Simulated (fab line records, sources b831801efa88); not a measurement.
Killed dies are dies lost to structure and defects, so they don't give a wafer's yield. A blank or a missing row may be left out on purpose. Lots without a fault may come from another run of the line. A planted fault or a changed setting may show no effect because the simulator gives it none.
fab line records | flow gf180mcu
record lots=14 wafers=42 last_day=34
route steps=602 shown STI@12 LVPWELL@64
lots that met no fault: from a run of the same line without faults
start_h: hours from the record's first day to the start of the lot's first wafer shown | wait_h: hours since the lot's step before | " the same as in the row above | L1.1+2: a row that stands for several wafers | - no value, or no start given | * or withheld: withheld | < > ~ a bound
route shown NAME@n: a module of which the file shows steps, and the number in the route of the first | usual: mean/standard deviation of fault-free wafers | same: alike in all rows | chamber/n: place in a boat | sites: the reading at each site | _std_site: their standard deviation | _edge_site: outer sites' mean less inner sites' | radius_mm: how far each site lies from the wafer's centre | mask NAME#n: copy n | behind: the tool/chamber that last shaped the wafer | hold: why the lot was held/for how many hours/how that ended | device: the transistor (n, p or np) that didn't switch | end of line: the same wafers' tests at the end of the route | a step without rows: its recipe alone | killed: dies lost to structure and defects at the first sort, not the wafer's yield | map: a wafer's dies, x killed, . not, _ none there
set.NAME: the setting as run; set.NAME@STEP: as run at that earlier step | model.NAME: the simulator's own value behind a step, which no gauge read
steps of the route over a sample of lots; a table a step, a row a wafer
services: from which hour (start_h, from the record's first day; less than 0 if before it) a tool's chamber was out of use, for how many hours, and why
## steps
# step GF_STI_DEVELOP_11
# recipe develop_time_s=60 dev_temp_c=21
# usual chill_plate_temp_C=23.03/0.11 develop_time_s=60/0
# columns lot.wafer tool chamber start_h wait_h chill_plate_temp_C develop_time_s
L766.1 litho_track-01 0 30.40 0.2 23.04 60
L766.5 " 0 " " 22.98 60
L766.6 " 0 " " 22.95 60
L768.1 litho_track-01 0 41.80 0.2 23.01 60
L768.3 " 0 " " 22.99 60
L768.5 " 0 " " 22.96 60
L769.2 litho_track-02 0 45.56 0.2 23.05 60
L769.5 " 0 " " 23.15 60
L769.6 " 0 " " 23.17 60
L770.1 litho_track-04 0 50.97 0.2 23.19 60
L770.2 " 0 " " 23.01 60
L770.3 " 0 " " 23.14 60
L771.2 litho_track-02 0 56.56 0.2 22.97 60
L771.4 " 0 " " 22.97 60
L771.5 " 0 " " 22.89 60
L772.2 litho_track-02 0 61.06 0.2 22.90 60
L772.3 " 0 " " 23.02 60
L772.4 " 0 " " 22.97 60
L774.1 litho_track-01 0 71.40 0.2 23.08 60
L774.3 " 0 " " 23.13 60
L774.6 " 0 " " 23.14 60
L776.1 litho_track-02 0 83.13 0.2 23.02 60
L776.2 " 0 " " 23.08 60
L776.6 " 0 " " 23.16 60
L780.3 litho_track-04 - 102.06 0.1 - -
L780.4 " - " " - -
L780.6 " - " " - -
L781.2 litho_track-02 - 107.76 0.2 - -
L781.3 " - " " - -
L781.4 " - " " - -
L784.2 litho_track-02 0 122.36 0.2 23.32 60
L784.5 " 0 " " 23.25 60
L784.6 " 0 " " 23.33 60
L786.2 litho_track-02 0 133.01 0.2 23.05 60
L786.3 " 0 " " 22.99 60
L786.4 " 0 " " 22.99 60
L787.3 litho_track-02 0 138.03 0.1 22.90 60
L787.4 " 0 " " 23.19 60
L787.5 " 0 " " 22.93 60
L788.1 litho_track-02 0 144.38 0.2 22.85 60
L788.3 " 0 " " 22.90 60
L788.4 " 0 " " 22.87 60
# step GF_STI_STRIP_15
# recipe chemistry=O2/N2 power_w=1400 pressure_mtorr=1500 platen_temp_c=250 o2_flow_sccm=3000 n2_flow_sccm=300 overash_fraction=0.5
# usual drypump_motor_current_A=5.6/0.4 heater_power_w=321/38 o2_flow_sccm=3000/9 oes_product_au=0.383/0.0048 strip_time_to_endpoint_s=3.71/0.044
# columns lot.wafer tool chamber start_h wait_h drypump_motor_current_A heater_power_w o2_flow_sccm oes_product_au rf_hours_counter_h strip_time_to_endpoint_s
L766.1 plasma_asher-01 0 30.82 0.0 5.7 379 3000 0.378 43 3.65
L766.5 " 0 " " 5.7 384 2995 0.380 - 3.65
L766.6 " 1 " " 6.2 293 2990 0.381 - 3.71
L768.1 plasma_asher-02 1 42.22 0.0 5.0 295 2990 0.390 20 3.74
L768.3 " 1 " " 5.0 297 2981 0.381 - 3.76
L768.5 " 0 " " 5.6 349 3000 0.382 - 3.71
L769.2 plasma_asher-04 1 45.96 0.0 5.3 304 3004 0.389 40 3.70
L769.5 " 1 " " 5.3 300 3002 0.384 - 3.70
L769.6 " 0 " " 5.5 283 3012 0.387 - 3.78
L770.1 plasma_asher-02 1 51.39 0.0 4.9 299 2997 0.382 21 3.68
L770.2 " 0 " " 5.6 342 2995 0.390 21 3.70
L770.3 " 1 " " 5.0 296 2981 0.381 - 3.75
L771.2 plasma_asher-01 0 56.96 0.0 5.7 389 3011 0.384 45 3.63
L771.4 " 1 " " 6.2 289 3008 0.380 - 3.65
L771.5 " 0 " " 5.7 382 3007 0.373 - 3.69
L772.2 plasma_asher-02 0 61.46 0.0 5.6 353 2999 0.393 22 3.76
L772.3 " 1 " " 5.0 298 3011 0.385 - 3.72
L772.4 " 0 " " 5.6 350 3003 0.380 - 3.77
L774.1 plasma_asher-01 1 71.82 0.0 6.2 287 3008 0.380 47 3.68
L774.3 " 1 " " 6.2 287 2992 0.385 - 3.76
L774.6 " 1 " " 6.2 285 3007 0.380 - 3.69
L776.1 plasma_asher-04 1 83.56 0.0 5.3 306 3015 0.378 43 3.67
L776.2 " 0 " " 5.5 279 2981 0.386 43 3.72
L776.6 " 0 " " 5.5 278 2998 0.384 - 3.70
L780.3 plasma_asher-01 0 102.47 0.1 5.7 391 3001 0.393 - 3.88
L780.4 " 1 " " 6.2 289 3010 0.390 - 3.90
L780.6 " 1 " " 6.2 288 3005 0.392 - 3.88
L781.2 plasma_asher-02 0 108.16 0.0 5.6 341 3007 0.387 27 3.85
L781.3 " 0 " " 5.6 344 2996 0.389 - 3.87
L781.4 " 1 " " 4.9 296 3003 0.383 - 3.84
L784.2 plasma_asher-02 1 122.76 0.0 4.9 292 3007 0.393 29 3.77
L784.5 " 0 " " 5.6 353 2988 0.382 - 3.68
L784.6 " 1 " " 4.9 307 3010 0.385 - 3.69
L786.2 plasma_asher-04 1 133.41 0.0 5.3 316 3004 0.382 2 3.76
L786.3 " 0 " " 5.5 291 3002 0.382 - 3.66
L786.4 " 1 " " 5.3 313 3008 0.376 - 3.74
L787.3 plasma_asher-04 0 138.44 0.1 5.5 282 2993 0.381 - 3.70
L787.4 " 1 " " 5.3 310 2992 0.381 - 3.81
L787.5 " 0 " " 5.5 278 2990 0.380 - 3.75
L788.1 plasma_asher-04 0 144.81 0.0 5.5 276 3009 0.383 3 3.70
L788.3 " 1 " " 5.3 306 2991 0.381 - 3.76
L788.4 " 0 " " 5.5 281 3001 0.379 - 3.69
# step GF_STI_THK_MEAS_24
# recipe reads=SiO2_of_STI_CVD_23
# usual STI_CVD_23_THK=652/6.7
# columns lot.wafer tool chamber start_h wait_h STI_CVD_23_THK[nm]
L766.1 film_metro-04 - 32.94 0.0 654
L766.5 " - " " 661
L766.6 " - " " 646
L768.1 film_metro-01 - 44.17 0.0 664
L768.3 " - " " 650
L768.5 " - " " 653
L769.2 film_metro-04 - 47.79 0.0 652
L769.5 " - " " 652
L769.6 " - " " 657
L770.1 film_metro-04 - 53.13 0.0 654
L770.2 " - " " 667
L770.3 " - " " 653
L771.2 film_metro-04 - 58.69 0.0 657
L771.4 " - " " 655
L771.5 " - " " 655
L772.2 film_metro-04 - 63.19 0.0 658
L772.3 " - " " 652
L772.4 " - " " 651
L774.1 film_metro-01 - 73.59 0.0 642
L774.3 " - " " 638
L774.6 " - " " 643
L776.1 film_metro-03 - 85.50 0.0 646
L776.2 " - " " 652
L776.6 " - " " 657
L780.3 film_metro-04 - 104.76 0.1 651
L780.4 " - " " 652
L780.6 " - " " 651
L781.2 film_metro-04 - 110.74 0.0 656
L781.3 " - " " 650
L781.4 " - " " 652
L784.2 film_metro-03 - 124.48 0.0 659
L784.5 " - " " 653
L784.6 " - " " 663
L786.2 film_metro-01 - 135.13 0.0 649
L786.3 " - " " 650
L786.4 " - " " 653
L787.3 film_metro-03 - 140.14 0.1 658
L787.4 " - " " 653
L787.5 " - " " 658
L788.1 film_metro-04 - 146.63 0.0 651
L788.3 " - " " 644
L788.4 " - " " 653
# step GF_LVPWELL_STRIP_10
# recipe chemistry=O2/N2 power_w=1400 pressure_mtorr=1500 platen_temp_c=250 o2_flow_sccm=3000 n2_flow_sccm=300 overash_fraction=0.5
# usual drypump_motor_current_A=5.38/0.28 heater_power_w=306/22 o2_flow_sccm=3000/8.7 oes_product_au=0.723/0.0044 strip_time_to_endpoint_s=36.95/0.13
# columns lot.wafer tool chamber start_h wait_h drypump_motor_current_A heater_power_w o2_flow_sccm oes_product_au rf_hours_counter_h strip_time_to_endpoint_s
L766.1 plasma_asher-02 1 74.13 0.1 4.96 301 3005 0.719 23 36.77
L766.5 " 0 " " 5.60 343 2982 0.730 - 36.86
L766.6 " 1 " " 4.96 302 2996 0.724 - 36.95
L768.1 plasma_asher-03 0 87.20 0.1 5.22 303 3000 0.718 38 37.01
L768.3 " 1 " " 5.84 288 3002 0.719 - 37.09
L768.5 " 0 " " 5.23 299 3000 0.718 - 37.06
L769.2 plasma_asher-03 1 90.18 0.1 5.83 286 3009 0.721 38 36.80
L769.5 " 1 " " 5.85 292 3003 0.719 - 36.80
L769.6 " 0 " " 5.25 303 2999 0.733 - 36.92
L770.1 plasma_asher-04 1 96.38 0.1 5.28 302 2994 0.718 45 36.89
L770.2 " 0 " " 5.49 280 2992 0.724 45 36.99
L770.3 " 0 " " 5.50 278 2990 0.714 - 36.93
L771.2 plasma_asher-03 0 102.03 0.1 5.24 306 2992 0.716 39 36.82
L771.4 " 0 " " 5.23 300 2991 0.721 - 36.73
L771.5 " 1 " " 5.83 287 2994 0.724 - 36.87
L772.2 plasma_asher-02 0 106.30 0.1 5.61 344 3004 0.718 27 36.97
L772.3 " 0 " " 5.62 348 2992 0.722 - 36.96
L772.4 " 1 " " 4.93 300 3010 0.729 - 36.96
L774.1 plasma_asher-04 1 117.80 0.1 5.27 306 3001 0.728 0 36.94
L774.3 " 0 " " 5.49 286 3011 0.732 - 36.88
L774.6 " 0 " " 5.46 281 3013 0.721 - 36.93
L776.1 plasma_asher-02 1 131.13 0.1 4.94 300 3004 0.721 30 36.82
L776.2 " 0 " " 5.59 349 3006 0.731 30 36.73
L776.6 " 0 " " 5.59 345 3004 0.725 - 36.88
L784.2 plasma_asher-02 0 175.03 0.1 5.60 343 3009 0.716 34 37.23
L784.5 " 1 " " 4.96 305 3003 0.721 - 37.06
L784.6 " 0 " " 5.62 342 2993 0.724 - 37.09
L786.2 plasma_asher-04 0 184.30 0.1 5.51 279 2998 0.729 7 37.01
L786.3 " 1 " " 5.28 312 3001 0.713 - 37.13
L786.4 " 0 " " 5.51 288 3001 0.721 - 37.05
L787.3 plasma_asher-02 1 189.96 0.1 4.96 307 2999 0.730 - 37.06
L787.4 " 0 " " 5.58 345 3012 0.717 - 36.98
L787.5 " 0 " " 5.58 356 2982 0.732 - 37.05
L788.1 plasma_asher-04 0 199.60 0.1 5.49 289 3006 0.725 8 37.12
L788.3 " 1 " " 5.32 309 3003 0.721 - 37.11
L788.4 " 0 " " 5.48 291 3010 0.728 - 37.05
## services
# columns tool chamber start_h hours kind
plasma_asher-03 - 94.53 4.3 repair
plasma_asher-03 - 102.63 8.0 pm
plasma_asher-04 - 108.75 9.0 pm
plasma_asher-04 0 108.75 9.0 vent_cycle
plasma_asher-04 1 108.75 9.0 vent_cycle
plasma_asher-04 0 117.75 - clean
plasma_asher-04 1 117.75 - clean
plasma_asher-03 - 118.41 0.5 repair
plasma_asher-03 - 137.59 3.0 repair
litho_track-04 - 178.00 - consumable_replace:filter
## key
first_sign step=GF_STI_DEVELOP_11 reading=tool_record direction=missing
effect none on later readings
met_at GF_STI_DEVELOP_11
struck_lots L780,L781
later_rows_left_out L780.3,L780.4,L780.6,L781.2,L781.3,L781.4
sort_left_out L780.3,L780.4,L780.6,L781.2,L781.3,L781.4
tester_left_out L780,L781
not_acting_at GF_STI_STRIP_15,GF_STI_THK_MEAS_24,GF_LVPWELL_STRIP_10
onset_between 83.13 102.06
fault kind=skipped_step_whole tool=litho_track-02,litho_track-04 chamber=- onset_h=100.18 steps=GF_STI_DEVELOP_11 scope=struck_lots_only
# tester_left_out: of these lots the tester's yield and bins aren't shown, on N5 and GAA mostly nor the transistor test; their killed dies are dies lost to structure and defects alone, not to doping, threshold or leakage, so they don't give the yield
# sort_left_out: the simulated sort isn't trusted on such a fault, so these wafers' sort isn't shown, and their yield isn't known
# later_rows_left_out: the simulator's readings of these wafers behind a module that went badly wrong aren't trusted and aren't shown, but for the sort
